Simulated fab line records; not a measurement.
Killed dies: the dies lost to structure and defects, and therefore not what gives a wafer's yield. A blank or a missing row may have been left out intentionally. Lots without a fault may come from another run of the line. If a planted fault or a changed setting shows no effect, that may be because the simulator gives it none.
A struck lot beside a sound one + flow sky130 + 16 out of 708 route steps
Sound: these wafers, L889.1, L889.2, L889.3. Struck: wafers L896.4, L896.6. (L896.2 of the same lot was not struck and is left out.) The cause comes at the end.
Order at every step that has rows: each side's tool, ch and its chambers, its first start. Under that, the readings that differ: sound wafers + struck wafers + difference of the means + sigmas: that difference in standard deviations of wafers without a fault.
alike: words and numbers the same on both sides, and readings whose means are apart by under 2 such deviations; not compared: readings that were withheld, readings missing a value for some wafer, numbers with overlapping values and no deviation given by the record, and bounds like >300 which may hide the same value.
A row with sigmas, a row that says differs or no value, or rows on one side alone: a step with any of these is where the two part. Non-overlapping numbers with no deviation appear without sigmas and do not part them. A reading missing from all wafers of one side parts the sides only when that side holds two or more wafers.

SKY_NWELL_OVL_MEAS_10:
  sound: overlay-01 at day 7 10:43; struck: overlay-02 at day 9 01:11
  alike: NWELL_00_OVL
then, 3 steps without rows for these wafers: SKY_NWELL_IMPLANT_11; SKY_NWELL_IMPLANT_12; SKY_NWELL_IMPLANT_13.
SKY_NWELL_STRIP_14: strips in O2/N2.
  sound on plasma asher-02 ch 0,1, day 7 11:13; struck on plasma asher-04 ch 0,1, day 9 01:40
  alike: drypump motor current A, oes product au, strip time to endpoint s
  not compared: rf hours counter h
SKY_NWELL_TW_MEAS_15:
  sound: film metro-02 at day 7 11:19; struck: film metro-02 at day 9 01:46
  alike: NWELL_TW
then, 6 steps without rows for these wafers: SKY_NWELL_DEHYDRATE_16 (time 60 s); SKY_NWELL_HMDS_17 (prime time 60 s); SKY_NWELL_COAT_18 (resist thk 3000 nm); SKY_NWELL_SOFTBAKE_19; SKY_NWELL_EXPOSE_20 (exposes mask NWM COMPLEMENT, target cd 840 nm); SKY_NWELL_PEB_21.
SKY_NWELL_DEVELOP_22: develop time 60 s.
  sound on litho track-01 ch 0, day 8 07:00; struck on litho track-01 ch 0, day 9 23:00
SKY_NWELL_OVL_MEAS_23:
  sound: overlay-01 at day 8 07:52; struck: overlay-02 at day 9 23:46
| reading           | sound       | struck | difference                    | sigmas |
|-------------------|-------------|--------|-------------------------------|--------|
| NWELL_01_OVL (nm) | 3.6 0.6 2.3 | - -    | no value on the struck wafers |        |
following that, these wafers have no rows for 1 step: SKY_NWELL_IMPLANT_24.
-- the record jumps here: 41 days lie between the struck wafers' starts before and after (it left off in module NWELL and takes up again in module PAD_OPEN, whose first step shown is number 708 of the route) --
SKY_PAD_OPEN_PROBE_99:
  rows exist in the record for the struck wafers here (prober-02, day 50 20:07), but not for the sound ones

## WHERE THEY PART
At SKY_NWELL_OVL_MEAS_23 first; at SKY_PAD_OPEN_PROBE_99 last (within this record only).

WHY: whatever the simulator had introduced
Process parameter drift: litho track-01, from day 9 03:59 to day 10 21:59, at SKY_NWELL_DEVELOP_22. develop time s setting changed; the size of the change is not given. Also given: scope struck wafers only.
